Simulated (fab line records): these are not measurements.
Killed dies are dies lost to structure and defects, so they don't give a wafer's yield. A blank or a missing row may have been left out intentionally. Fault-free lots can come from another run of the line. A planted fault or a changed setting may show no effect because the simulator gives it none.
A single fault, viewed from 2 desks -- flow gf180mcu -- numbers are kept per desk, each desk with only its own; the story behind them comes last

== FOR THE TOOL OWNER'S DESK: rieDiel-04 ==
The tool's own readings at GF_HV_LDD_ETCHBACK_58 (etches Si3N4 in CH3F/O2, stops on SiO2, time 100 s, target depth 90 nm): means of the sampled wafers that have a number, for each lot that ran on this tool. The brackets show how far a lot's mean lies from the usual mean; more than 4 standard deviations puts the lot out of limits, marked OUT.
Columns: A = drypumpMotorCurrentA at GF_HV_LDD_ETCHBACK_58, usual 5.5 A; B = oesProductAu at GF_HV_LDD_ETCHBACK_58, usual 0.844 a.u.; C = throttleValvePct at GF_HV_LDD_ETCHBACK_58, usual 10.561 %
lot,first seen here,A,B,C
L276,day 13 16:09,5.4,0.850,10.568
L277,day 14 06:56,5.3,0.851,10.566
L280,day 15 20:59,5.3,0.844,10.560
L290,day 19 08:35,5.4,0.842,10.554
L291,day 19 14:44,5.3,0.839,10.556
L294,day 20 15:14,5.3,0.842,10.558
This desk's finding: nothing out of limits on any of the 6 lots.

== FROM THE METROLOGY DESK ==
Lot by lot, what the gauges showed, no matter which tool ran the lot: averages of those sampled wafers that carry a number. The brackets show how far a lot's mean lies from the usual mean; more than 4 standard deviations puts the lot out of limits, marked OUT.
Columns: A = PASSIVATION_CVD_02_THK at GF_PASSIVATION_THK_MEAS_03, usual 696 nm
lot,first seen here,A
L271,day 27 18:16,707
L272,day 27 23:35,698
L276,day 29 05:32,691
L277,day 29 19:59,681
L280,day 31 01:19,694
L284,day 32 08:19,696
L285,day 32 08:49,696
L286,day 33 01:46,694
L289,day 33 09:32,694
L288,day 33 11:59,701
L290,day 33 17:01,690
L291,day 33 20:55,704
L293,day 34 00:28,689
L294,day 34 14:22,691
This desk's finding: nothing out of limits on any of the 14 lots.

== PUT TOGETHER ==
Nothing out of limits was seen by the tool owner's desk.
Metrology desk: nothing out of limits seen.

== WHAT THE SIMULATOR PUT IN ==
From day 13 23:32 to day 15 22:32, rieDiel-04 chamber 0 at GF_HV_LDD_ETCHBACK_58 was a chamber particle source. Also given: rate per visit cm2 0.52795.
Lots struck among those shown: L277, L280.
